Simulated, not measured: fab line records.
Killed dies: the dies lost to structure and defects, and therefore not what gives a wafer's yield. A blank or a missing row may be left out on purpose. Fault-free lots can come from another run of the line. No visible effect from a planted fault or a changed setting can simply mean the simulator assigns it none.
Which tool was responsible? :: flow sky130 :: 72 wafers from 24 lots sampled at 6 of the route's 708 steps

== WHAT EACH GAUGE READ, for each wafer ==
SKY_VIA1_CD_MEAS_12: the cd target is 150 nm. Usual: 150.4 nm for cdNm, sd 1.7.
lot: L074
measured: day 33 23:55
on: cdSem-01
cdNm (nm): 150.9 149.6 150.6
flag: 

lot: L075
measured: day 34 16:25
on: cdSem-02
cdNm (nm): 150.8 152.3 151.3
flag: 

lot: L076
measured: day 34 21:07
on: cdSem-01
cdNm (nm): 150.6 150.2 149.5
flag: 

lot: L077
measured: day 35 12:00
on: cdSem-01
cdNm (nm): 148.3 149.7 149.4
flag: 

lot: L078
measured: day 35 16:33
on: cdSem-01
cdNm (nm): 152.2 155.0 153.7
flag: 

lot: L079
measured: day 35 23:56
on: cdSem-02
cdNm (nm): 152.0 153.0 154.4
flag: 

lot: L080
measured: day 36 06:11
on: cdSem-02
cdNm (nm): 152.0 153.4 151.6
flag: 

lot: L082
measured: day 36 18:27
on: cdSem-02
cdNm (nm): 147.8 147.8 148.1
flag: 

lot: L081
measured: day 36 19:22
on: cdSem-01
cdNm (nm): 145.8 148.2 147.6
flag: 

lot: L083
measured: day 37 05:55
on: cdSem-02
cdNm (nm): 147.2 147.6 148.3
flag: 

lot: L084
measured: day 37 15:40
on: cdSem-02
cdNm (nm): 149.5 147.4 147.8
flag: 

lot: L085
measured: day 37 16:25
on: cdSem-01
cdNm (nm): 149.7 150.4 150.4
flag: 

lot: L086
measured: day 38 03:30
on: cdSem-01
cdNm (nm): 150.2 152.6 149.9
flag: 

lot: L087
measured: day 38 09:18
on: cdSem-02
cdNm (nm): 152.1 151.0 151.5
flag: 

lot: L088
measured: day 38 18:32
on: cdSem-02
cdNm (nm): 149.0 151.8 152.1
flag: 

lot: L089
measured: day 39 04:06
on: cdSem-01
cdNm (nm): 150.7 150.6 151.3
flag: 

lot: L090
measured: day 39 06:37
on: cdSem-02
cdNm (nm): 151.9 152.1 152.6
flag: 

lot: L091
measured: day 39 13:58
on: cdSem-01
cdNm (nm): 149.2 148.2 148.2
flag: 

lot: L092
measured: day 39 23:29
on: cdSem-01
cdNm (nm): 151.2 150.3 148.5
flag: 

lot: L093
measured: day 40 01:35
on: cdSem-02
cdNm (nm): 150.1 150.5 151.1
flag: 

lot: L094
measured: day 40 04:21
on: cdSem-01
cdNm (nm): 151.6 151.0 149.6
flag: 

lot: L095
measured: day 40 21:08
on: cdSem-01
cdNm (nm): 150.4 148.5 150.2
flag: 

lot: L096
measured: day 41 03:16
on: cdSem-02
cdNm (nm): 150.8 151.7 151.1
flag: 

lot: L097
measured: day 41 14:55
on: cdSem-02
cdNm (nm): 149.7 150.4 152.5
flag: 

SKY_METAL5_RS_MEAS_05: measures by four-point-probe. Usual: METAL5_ALCU_RS typically reads 0.02701 ohm/sq, with standard deviation 0.00022.
lot: L074
measured: day 42 23:05
on: filmMetro-02
METAL5_ALCU_RS (ohm/sq): 0.02692 0.02716 0.02681
flag: 

lot: L075
measured: day 43 13:59
on: filmMetro-02
METAL5_ALCU_RS (ohm/sq): 0.02702 0.02702 0.02706
flag: 

lot: L076
measured: day 43 17:25
on: filmMetro-02
METAL5_ALCU_RS (ohm/sq): 0.02712 0.027 0.02678
flag: 

lot: L077
measured: day 44 04:55
on: filmMetro-04
METAL5_ALCU_RS (ohm/sq): 0.02688 0.02686 0.02656
flag: 

lot: L078
measured: day 44 12:39
on: filmMetro-02
METAL5_ALCU_RS (ohm/sq): 0.027 0.02691 0.02703
flag: 

lot: L079
measured: day 44 15:26
on: filmMetro-04
METAL5_ALCU_RS (ohm/sq): 0.02699 0.02681 0.02697
flag: 

lot: L080
measured: day 44 22:31
on: filmMetro-01
METAL5_ALCU_RS (ohm/sq): 0.02711 0.02706 0.02712
flag: 

lot: L082
measured: day 45 08:05
on: filmMetro-02
METAL5_ALCU_RS (ohm/sq): 0.02701 0.02685 0.02706
flag: 

lot: L081
measured: day 45 08:50
on: filmMetro-01
METAL5_ALCU_RS (ohm/sq): 0.0274 0.02776 0.0275
flag: 

lot: L083
measured: day 45 18:10
on: filmMetro-04
METAL5_ALCU_RS (ohm/sq): 0.02693 0.02688 0.0269
flag: 

lot: L084
measured: day 46 00:14
on: filmMetro-01
METAL5_ALCU_RS (ohm/sq): 0.02705 0.02706 0.02705
flag: 

lot: L085
measured: day 46 01:23
on: filmMetro-04
METAL5_ALCU_RS (ohm/sq): 0.02741 0.02723 0.02717
flag: 

lot: L086
measured: day 46 11:08
on: filmMetro-02
METAL5_ALCU_RS (ohm/sq): 0.02669 0.02672 0.02651
flag: 

lot: L087
measured: day 46 14:59
on: filmMetro-04
METAL5_ALCU_RS (ohm/sq): 0.02733 0.02719 0.02728
flag: 

lot: L088
measured: day 46 22:43
on: filmMetro-01
METAL5_ALCU_RS (ohm/sq): 0.02716 0.02706 0.027
flag: 

lot: L089
measured: day 47 08:20
on: filmMetro-01
METAL5_ALCU_RS (ohm/sq): 0.02713 0.02715 0.0271
flag: 

lot: L090
measured: day 47 09:47
on: filmMetro-04
METAL5_ALCU_RS (ohm/sq): 0.02731 0.02728 0.02741
flag: 

lot: L091
measured: day 47 16:32
on: filmMetro-01
METAL5_ALCU_RS (ohm/sq): 0.02704 0.02679 0.02695
flag: 

lot: L092
measured: day 47 20:56
on: filmMetro-01
METAL5_ALCU_RS (ohm/sq): 0.0275 0.02719 0.02729
flag: 

lot: L093
measured: day 48 01:05
on: filmMetro-01
METAL5_ALCU_RS (ohm/sq): 0.02691 0.02709 0.02714
flag: 

lot: L094
measured: day 48 03:07
on: filmMetro-02
METAL5_ALCU_RS (ohm/sq): 0.02691 0.02694 0.02668
flag: 

lot: L095
measured: day 48 14:20
on: filmMetro-02
METAL5_ALCU_RS (ohm/sq): 0.02717 0.02698 0.02714
flag: 

lot: L096
measured: day 48 21:34
on: filmMetro-04
METAL5_ALCU_RS (ohm/sq): 0.02683 0.02702 0.02674
flag: 

lot: L097
measured: day 49 06:19
on: filmMetro-04
METAL5_ALCU_RS (ohm/sq): 0.02711 0.02657 0.02686
flag: 

== EACH LOT AND THE TOOL THAT RAN IT (in order: tool; ch and the chambers of the sampled wafers; start) ==
lot: L074
SKY_METAL2_SPUTTER_01: pvdSputter-04, day 34 01:26
SKY_CAPM_CVD_00: pecvd-04 ch 0,2, day 36 08:49
SKY_METAL4_DESCUM_15: rieMetal-03 ch 1, day 41 20:13
SKY_VIA4_ETCH_12: rieDiel-03 ch 1,2, day 42 21:32

lot: L075
SKY_METAL2_SPUTTER_01: pvdSputter-04, day 34 17:54
SKY_CAPM_CVD_00: pecvd-04 ch 0,1,2, day 37 03:08
SKY_METAL4_DESCUM_15: rieMetal-03 ch 0,1, day 42 11:37
SKY_VIA4_ETCH_12: rieDiel-04 ch 1,2,3, day 43 12:26

lot: L076
SKY_METAL2_SPUTTER_01: pvdSputter-02, day 34 22:37
SKY_CAPM_CVD_00: pecvd-01 ch 0,1, day 37 06:54
SKY_METAL4_DESCUM_15: rieMetal-04 ch 0,1, day 42 15:02
SKY_VIA4_ETCH_12: rieDiel-03 ch 0,2,3, day 43 15:53

lot: L077
SKY_METAL2_SPUTTER_01: pvdSputter-04, day 35 13:28
SKY_CAPM_CVD_00: pecvd-01 ch 0,1, day 37 20:26
SKY_METAL4_DESCUM_15: rieMetal-04 ch 0,1, day 43 02:29
SKY_VIA4_ETCH_12: rieDiel-04 ch 0,1,2, day 44 03:22

lot: L078
SKY_METAL2_SPUTTER_01: pvdSputter-04, day 35 18:03
SKY_CAPM_CVD_00: pecvd-04 ch 1,2, day 38 02:34
SKY_METAL4_DESCUM_15: rieMetal-02 ch 0,1, day 43 09:40
SKY_VIA4_ETCH_12: rieDiel-04 ch 2,3, day 44 11:02

lot: L079
SKY_METAL2_SPUTTER_01: pvdSputter-02, day 36 01:25
SKY_CAPM_CVD_00: pecvd-04 ch 1,2, day 38 08:02
SKY_METAL4_DESCUM_15: rieMetal-04 ch 0,1, day 43 13:38
SKY_VIA4_ETCH_12: rieDiel-03 ch 0,1,2, day 44 13:50

lot: L080
SKY_METAL2_SPUTTER_01: pvdSputter-03, day 36 08:01
SKY_CAPM_CVD_00: pecvd-04 ch 1,2, day 38 15:08
SKY_METAL4_DESCUM_15: rieMetal-04 ch 1, day 43 21:46
SKY_VIA4_ETCH_12: rieDiel-04 ch 1,2, day 44 20:56

lot: L082
SKY_METAL2_SPUTTER_01: pvdSputter-03, day 36 19:54
SKY_CAPM_CVD_00: pecvd-04 ch 1,2, day 39 02:19
SKY_METAL4_DESCUM_15: rieMetal-03 ch 0,1, day 44 06:11
SKY_VIA4_ETCH_12: rieDiel-04 ch 0,1,3, day 45 06:28

lot: L081
SKY_METAL2_SPUTTER_01: pvdSputter-03, day 36 20:51
SKY_CAPM_CVD_00: pecvd-02 ch 0,1,2, day 39 03:47
SKY_METAL4_DESCUM_15: rieMetal-02 ch 0,1, day 44 07:32
SKY_VIA4_ETCH_12: rieDiel-03 ch 0,2,3, day 45 07:11

lot: L083
SKY_METAL2_SPUTTER_01: pvdSputter-04, day 37 07:40
SKY_CAPM_CVD_00: pecvd-02 ch 0,1,2, day 39 13:47
SKY_METAL4_DESCUM_15: rieMetal-03 ch 0,1, day 44 17:19
SKY_VIA4_ETCH_12: rieDiel-02 ch 2,3, day 45 16:14

lot: L084
SKY_METAL2_SPUTTER_01: pvdSputter-04, day 37 17:13
SKY_CAPM_CVD_00: pecvd-01 ch 0,1,2, day 39 22:56
SKY_METAL4_DESCUM_15: rieMetal-03 ch 0,1, day 45 00:34
SKY_VIA4_ETCH_12: rieDiel-03 ch 0,1,2, day 45 22:40

lot: L085
SKY_METAL2_SPUTTER_01: pvdSputter-03, day 37 18:20
SKY_CAPM_CVD_00: pecvd-02 ch 0,1,2, day 39 23:56
SKY_METAL4_DESCUM_15: rieMetal-02 ch 0,1, day 45 01:29
SKY_VIA4_ETCH_12: rieDiel-02 ch 1,2,3, day 45 23:46

lot: L086
SKY_METAL2_SPUTTER_01: pvdSputter-04, day 38 05:00
SKY_CAPM_CVD_00: pecvd-02 ch 0,1, day 40 10:13
SKY_METAL4_DESCUM_15: rieMetal-02 ch 0,1, day 45 11:08
SKY_VIA4_ETCH_12: rieDiel-02 ch 0,1,2, day 46 09:20

lot: L087
SKY_METAL2_SPUTTER_01: pvdSputter-02, day 38 10:46
SKY_CAPM_CVD_00: pecvd-02 ch 0,2, day 40 15:45
SKY_METAL4_DESCUM_15: rieMetal-02 ch 0,1, day 45 14:40
SKY_VIA4_ETCH_12: rieDiel-02 ch 2,3, day 46 13:20

lot: L088
SKY_METAL2_SPUTTER_01: pvdSputter-04, day 38 20:02
SKY_CAPM_CVD_00: pecvd-01 ch 0,2, day 41 00:25
SKY_METAL4_DESCUM_15: rieMetal-03 ch 0, day 45 22:47
SKY_VIA4_ETCH_12: rieDiel-02 ch 0,3, day 46 21:08

lot: L089
SKY_METAL2_SPUTTER_01: pvdSputter-04, day 39 05:35
SKY_CAPM_CVD_00: pecvd-02 ch 0,1,2, day 41 10:18
SKY_METAL4_DESCUM_15: rieMetal-03 ch 0,1, day 46 07:48
SKY_VIA4_ETCH_12: rieDiel-04 ch 0,1, day 47 06:04

lot: L090
SKY_METAL2_SPUTTER_01: pvdSputter-02, day 39 08:06
SKY_CAPM_CVD_00: pecvd-01 ch 0,1, day 41 12:54
SKY_METAL4_DESCUM_15: rieMetal-04 ch 0,1, day 46 09:49
SKY_VIA4_ETCH_12: rieDiel-04 ch 1,2,3, day 47 07:46

lot: L091
SKY_METAL2_SPUTTER_01: pvdSputter-04, day 39 15:27
SKY_CAPM_CVD_00: pecvd-01 ch 0,1,2, day 41 21:05
SKY_METAL4_DESCUM_15: rieMetal-02 ch 0,1, day 46 17:22
SKY_VIA4_ETCH_12: rieDiel-03 ch 0,2,3, day 47 14:59

lot: L092
SKY_METAL2_SPUTTER_01: pvdSputter-03, day 40 01:11
SKY_CAPM_CVD_00: pecvd-04 ch 1,2, day 42 04:14
SKY_METAL4_DESCUM_15: rieMetal-03 ch 0,1, day 46 22:46
SKY_VIA4_ETCH_12: rieDiel-03 ch 2,3, day 47 19:23

lot: L093
SKY_METAL2_SPUTTER_01: pvdSputter-04, day 40 03:04
SKY_CAPM_CVD_00: pecvd-02 ch 0,1, day 42 06:44
SKY_METAL4_DESCUM_15: rieMetal-03 ch 1, day 47 02:07
SKY_VIA4_ETCH_12: rieDiel-04 ch 0,2, day 47 23:29

lot: L094
SKY_METAL2_SPUTTER_01: pvdSputter-02, day 40 05:51
SKY_CAPM_CVD_00: pecvd-01 ch 0,2, day 42 08:34
SKY_METAL4_DESCUM_15: rieMetal-02 ch 0,1, day 47 03:14
SKY_VIA4_ETCH_12: rieDiel-02 ch 0,1, day 48 01:19

lot: L095
SKY_METAL2_SPUTTER_01: pvdSputter-04, day 40 22:34
SKY_CAPM_CVD_00: pecvd-02 ch 0,1,2, day 43 01:35
SKY_METAL4_DESCUM_15: rieMetal-02 ch 0,1, day 47 15:49
SKY_VIA4_ETCH_12: rieDiel-02 ch 1,2, day 48 12:39

lot: L096
SKY_METAL2_SPUTTER_01: pvdSputter-04, day 41 04:45
SKY_CAPM_CVD_00: pecvd-04 ch 0,2, day 43 07:56
SKY_METAL4_DESCUM_15: rieMetal-02 ch 0,1, day 47 23:58
SKY_VIA4_ETCH_12: rieDiel-04 ch 1,3, day 48 19:59

lot: L097
SKY_METAL2_SPUTTER_01: pvdSputter-03, day 41 16:34
SKY_CAPM_CVD_00: pecvd-02 ch 1,2, day 43 19:11
SKY_METAL4_DESCUM_15: rieMetal-03 ch 1, day 48 09:38
SKY_VIA4_ETCH_12: rieDiel-03 ch 1,2,3, day 49 04:42
- SKY_METAL2_SPUTTER_01: material TiN, target thk 20 nm, time 16.7 s.
- SKY_CAPM_CVD_00: deposits SiO2, target thk 15.5 nm.
- SKY_METAL4_DESCUM_15: chemistry O2, time 8 s.
- SKY_VIA4_ETCH_12: etches SiO2 in C4F8/O2/Ar, stops on TiN, target depth 580 nm.

== AS READ BY THE TOOLS THEMSELVES (means over the sampled wafers that have a number; for cases with no such wafer, the mark the record gives instead) ==
SKY_METAL2_SPUTTER_01. Usual: chamberPressurePa 0.4001 Pa, standard deviation 0.0014; throttleValvePct 30.2 %, standard deviation 0.53.
lot: L074
tool: pvdSputter-04
chamberPressurePa (Pa): 0.4007
throttleValvePct (%): 29.8
flag: 

lot: L075
tool: pvdSputter-04
chamberPressurePa (Pa): 0.3996
throttleValvePct (%): 30.3
flag: 

lot: L076
tool: pvdSputter-02
chamberPressurePa (Pa): 0.3965
throttleValvePct (%): 30.6
flag: 

lot: L077
tool: pvdSputter-04
chamberPressurePa (Pa): 0.3999
throttleValvePct (%): 29.8
flag: 

lot: L078
tool: pvdSputter-04
chamberPressurePa (Pa): 0.4009
throttleValvePct (%): 30.4
flag: 

lot: L079
tool: pvdSputter-02
chamberPressurePa (Pa): 0.4001
throttleValvePct (%): 31.1
flag: 

lot: L080
tool: pvdSputter-03
chamberPressurePa (Pa): 0.4007
throttleValvePct (%): 29.9
flag: 

lot: L082
tool: pvdSputter-03
chamberPressurePa (Pa): 0.4007
throttleValvePct (%): 29.8
flag: 

lot: L081
tool: pvdSputter-03
chamberPressurePa (Pa): 0.4003
throttleValvePct (%): 29.8
flag: 

lot: L083
tool: pvdSputter-04
chamberPressurePa (Pa): 0.4001
throttleValvePct (%): 30.5
flag: 

lot: L084
tool: pvdSputter-04
chamberPressurePa (Pa): 0.4001
throttleValvePct (%): 30.3
flag: 

lot: L085
tool: pvdSputter-03
chamberPressurePa (Pa): 0.3996
throttleValvePct (%): 29.7
flag: 

lot: L086
tool: pvdSputter-04
chamberPressurePa (Pa): 0.3996
throttleValvePct (%): 30.2
flag: 

lot: L087
tool: pvdSputter-02
chamberPressurePa (Pa): 0.4001
throttleValvePct (%): 30.5
flag: 

lot: L088
tool: pvdSputter-04
chamberPressurePa (Pa): 0.3994
throttleValvePct (%): 29.9
flag: 

lot: L089
tool: pvdSputter-04
chamberPressurePa (Pa): 0.4005
throttleValvePct (%): 29.8
flag: 

lot: L090
tool: pvdSputter-02
chamberPressurePa (Pa): 0.4002
throttleValvePct (%): 30.4
flag: 

lot: L091
tool: pvdSputter-04
chamberPressurePa (Pa): 0.4001
throttleValvePct (%): 30.5
flag: 

lot: L092
tool: pvdSputter-03
chamberPressurePa (Pa): 0.4006
throttleValvePct (%): 29.7
flag: 

lot: L093
tool: pvdSputter-04
chamberPressurePa (Pa): 0.3997
throttleValvePct (%): 30.1
flag: 

lot: L094
tool: pvdSputter-02
chamberPressurePa (Pa): 0.4009
throttleValvePct (%): 30.8
flag: 

lot: L095
tool: pvdSputter-04
chamberPressurePa (Pa): 0.3999
throttleValvePct (%): 30.3
flag: 

lot: L096
tool: pvdSputter-04
chamberPressurePa (Pa): 0.3999
throttleValvePct (%): 29.8
flag: 

lot: L097
tool: pvdSputter-03
chamberPressurePa (Pa): 0.4004
throttleValvePct (%): 30.4
flag: 

SKY_CAPM_CVD_00. Usual: 720 W for heaterPowerW, sd 71.
lot: L074
tool: pecvd-04
heaterPowerW (W): 779
flag: 

lot: L075
tool: pecvd-04
heaterPowerW (W): 767
flag: 

lot: L076
tool: pecvd-01
heaterPowerW (W): 727
flag: 

lot: L077
tool: pecvd-01
heaterPowerW (W): 802
flag: 

lot: L078
tool: pecvd-04
heaterPowerW (W): 735
flag: 

lot: L079
tool: pecvd-04
heaterPowerW (W): 685
flag: 

lot: L080
tool: pecvd-04
heaterPowerW (W): 736
flag: 

lot: L082
tool: pecvd-04
heaterPowerW (W): 732
flag: 

lot: L081
tool: pecvd-02
heaterPowerW (W): 693
flag: 

lot: L083
tool: pecvd-02
heaterPowerW (W): 697
flag: 

lot: L084
tool: pecvd-01
heaterPowerW (W): 702
flag: 

lot: L085
tool: pecvd-02
heaterPowerW (W): 678
flag: 

lot: L086
tool: pecvd-02
heaterPowerW (W): 693
flag: 

lot: L087
tool: pecvd-02
heaterPowerW (W): 696
flag: 

lot: L088
tool: pecvd-01
heaterPowerW (W): 710
flag: 

lot: L089
tool: pecvd-02
heaterPowerW (W): 683
flag: 

lot: L090
tool: pecvd-01
heaterPowerW (W): 768
flag: 

lot: L091
tool: pecvd-01
heaterPowerW (W): 724
flag: 

lot: L092
tool: pecvd-04
heaterPowerW (W): 755
flag: 

lot: L093
tool: pecvd-02
heaterPowerW (W): 725
flag: 

lot: L094
tool: pecvd-01
heaterPowerW (W): 667
flag: 

lot: L095
tool: pecvd-02
heaterPowerW (W): 736
flag: 

lot: L096
tool: pecvd-04
heaterPowerW (W): 779
flag: 

lot: L097
tool: pecvd-02
heaterPowerW (W): 768
flag: 

SKY_METAL4_DESCUM_15. Usual: drypumpMotorCurrentA 5.65 A, standard deviation 0.22; heBacksideLeakSccm 3.4 sccm, standard deviation 0.4; oesProductAu 1.003 a.u., standard deviation 0.007.
lot: L074
tool: rieMetal-03
drypumpMotorCurrentA (A): 5.67
heBacksideLeakSccm (sccm): 3.3
oesProductAu (a.u.): 1.002
flag: 

lot: L075
tool: rieMetal-03
drypumpMotorCurrentA (A): 5.74
heBacksideLeakSccm (sccm): 3.6
oesProductAu (a.u.): 1.001
flag: 

lot: L076
tool: rieMetal-04
drypumpMotorCurrentA (A): 5.58
heBacksideLeakSccm (sccm): 3.4
oesProductAu (a.u.): 1.000
flag: 

lot: L077
tool: rieMetal-04
drypumpMotorCurrentA (A): 5.76
heBacksideLeakSccm (sccm): 3.2
oesProductAu (a.u.): 1.004
flag: 

lot: L078
tool: rieMetal-02
drypumpMotorCurrentA (A): 5.45
heBacksideLeakSccm (sccm): 3.2
oesProductAu (a.u.): 1.008
flag: 

lot: L079
tool: rieMetal-04
drypumpMotorCurrentA (A): 5.61
heBacksideLeakSccm (sccm): 3.4
oesProductAu (a.u.): 1.001
flag: 

lot: L080
tool: rieMetal-04
drypumpMotorCurrentA (A): 5.94
heBacksideLeakSccm (sccm): 3.2
oesProductAu (a.u.): 1.005
flag: 

lot: L082
tool: rieMetal-03
drypumpMotorCurrentA (A): 5.84
heBacksideLeakSccm (sccm): 3.5
oesProductAu (a.u.): 0.999
flag: 

lot: L081
tool: rieMetal-02
drypumpMotorCurrentA (A): 5.45
heBacksideLeakSccm (sccm): 3.2
oesProductAu (a.u.): 1.006
flag: 

lot: L083
tool: rieMetal-03
drypumpMotorCurrentA (A): 5.76
heBacksideLeakSccm (sccm): 3.3
oesProductAu (a.u.): 0.991
flag: 

lot: L084
tool: rieMetal-03
drypumpMotorCurrentA (A): 5.82
heBacksideLeakSccm (sccm): 3.4
oesProductAu (a.u.): 0.993
flag: 

lot: L085
tool: rieMetal-02
drypumpMotorCurrentA (A): 5.46
heBacksideLeakSccm (sccm): 3.4
oesProductAu (a.u.): 1.010
flag: 

lot: L086
tool: rieMetal-02
drypumpMotorCurrentA (A): 5.44
heBacksideLeakSccm (sccm): 3.1
oesProductAu (a.u.): 1.001
flag: 

lot: L087
tool: rieMetal-02
drypumpMotorCurrentA (A): 5.47
heBacksideLeakSccm (sccm): 3.1
oesProductAu (a.u.): 1.005
flag: 

lot: L088
tool: rieMetal-03
drypumpMotorCurrentA (A): 5.92
heBacksideLeakSccm (sccm): 3.6
oesProductAu (a.u.): 1.005
flag: 

lot: L089
tool: rieMetal-03
drypumpMotorCurrentA (A): 5.85
heBacksideLeakSccm (sccm): 3.5
oesProductAu (a.u.): 0.997
flag: 

lot: L090
tool: rieMetal-04
drypumpMotorCurrentA (A): 5.57
heBacksideLeakSccm (sccm): 3.5
oesProductAu (a.u.): 0.998
flag: 

lot: L091
tool: rieMetal-02
drypumpMotorCurrentA (A): 5.46
heBacksideLeakSccm (sccm): 3.2
oesProductAu (a.u.): 1.011
flag: 

lot: L092
tool: rieMetal-03
drypumpMotorCurrentA (A): 5.74
heBacksideLeakSccm (sccm): 3.7
oesProductAu (a.u.): 1.009
flag: 

lot: L093
tool: rieMetal-03
drypumpMotorCurrentA (A): 5.65
heBacksideLeakSccm (sccm): 3.5
oesProductAu (a.u.): 1.002
flag: 

lot: L094
tool: rieMetal-02
drypumpMotorCurrentA (A): 5.46
heBacksideLeakSccm (sccm): 3.4
oesProductAu (a.u.): 1.009
flag: 

lot: L095
tool: rieMetal-02
drypumpMotorCurrentA (A): 5.47
heBacksideLeakSccm (sccm): 3.4
oesProductAu (a.u.): 1.015
flag: 

lot: L096
tool: rieMetal-02
drypumpMotorCurrentA (A): 5.45
heBacksideLeakSccm (sccm): 3.5
oesProductAu (a.u.): 1.003
flag: 

lot: L097
tool: rieMetal-03
drypumpMotorCurrentA (A): 5.65
heBacksideLeakSccm (sccm): 3.6
oesProductAu (a.u.): 0.995
flag: 

SKY_VIA4_ETCH_12. Usual: 0.926 a.u. for oesProductAu, sd 0.0049.
lot: L074
tool: rieDiel-03
oesProductAu (a.u.): 0.923
flag: 

lot: L075
tool: rieDiel-04
oesProductAu (a.u.): 0.925
flag: 

lot: L076
tool: rieDiel-03
oesProductAu (a.u.): 0.922
flag: 

lot: L077
tool: rieDiel-04
oesProductAu (a.u.): 0.928
flag: 

lot: L078
tool: rieDiel-04
oesProductAu (a.u.): 0.930
flag: 

lot: L079
tool: rieDiel-03
oesProductAu (a.u.): 0.923
flag: 

lot: L080
tool: rieDiel-04
oesProductAu (a.u.): 0.930
flag: 

lot: L082
tool: rieDiel-04
oesProductAu (a.u.): 0.930
flag: 

lot: L081
tool: rieDiel-03
oesProductAu (a.u.): 0.927
flag: 

lot: L083
tool: rieDiel-02
oesProductAu (a.u.): 0.924
flag: 

lot: L084
tool: rieDiel-03
oesProductAu (a.u.): 0.927
flag: 

lot: L085
tool: rieDiel-02
oesProductAu (a.u.): 0.920
flag: 

lot: L086
tool: rieDiel-02
oesProductAu (a.u.): 0.932
flag: 

lot: L087
tool: rieDiel-02
oesProductAu (a.u.): 0.927
flag: 

lot: L088
tool: rieDiel-02
oesProductAu (a.u.): 0.927
flag: 

lot: L089
tool: rieDiel-04
oesProductAu (a.u.): 0.931
flag: 

lot: L090
tool: rieDiel-04
oesProductAu (a.u.): 0.924
flag: 

lot: L091
tool: rieDiel-03
oesProductAu (a.u.): 0.924
flag: 

lot: L092
tool: rieDiel-03
oesProductAu (a.u.): 0.926
flag: 

lot: L093
tool: rieDiel-04
oesProductAu (a.u.): 0.928
flag: 

lot: L094
tool: rieDiel-02
oesProductAu (a.u.): 0.926
flag: 

lot: L095
tool: rieDiel-02
oesProductAu (a.u.): 0.923
flag: 

lot: L096
tool: rieDiel-04
oesProductAu (a.u.): 0.926
flag: 

lot: L097
tool: rieDiel-03
oesProductAu (a.u.): 0.926
flag: 

== THE ANSWER, worked out from the rows above alone ==
Rule: lot off if the mean of its wafers having a number is beyond 3 standard deviations from the usual mean. A lot without any number at a reading at which 4 lots or more have one is off too. Any other lot the step has rows for is counted as sound. The gauges are gone through in route order, then the tools' own readings, and for those a lot's mean is taken as printed above. The first step at which some lot is off is used, and at that step the reading that is off furthest; a lot without a number counts as furthest.
None of the lots is off at any reading shown; this tells nothing.

== WHAT HAD BEEN PUT IN BY THE SIMULATOR ==
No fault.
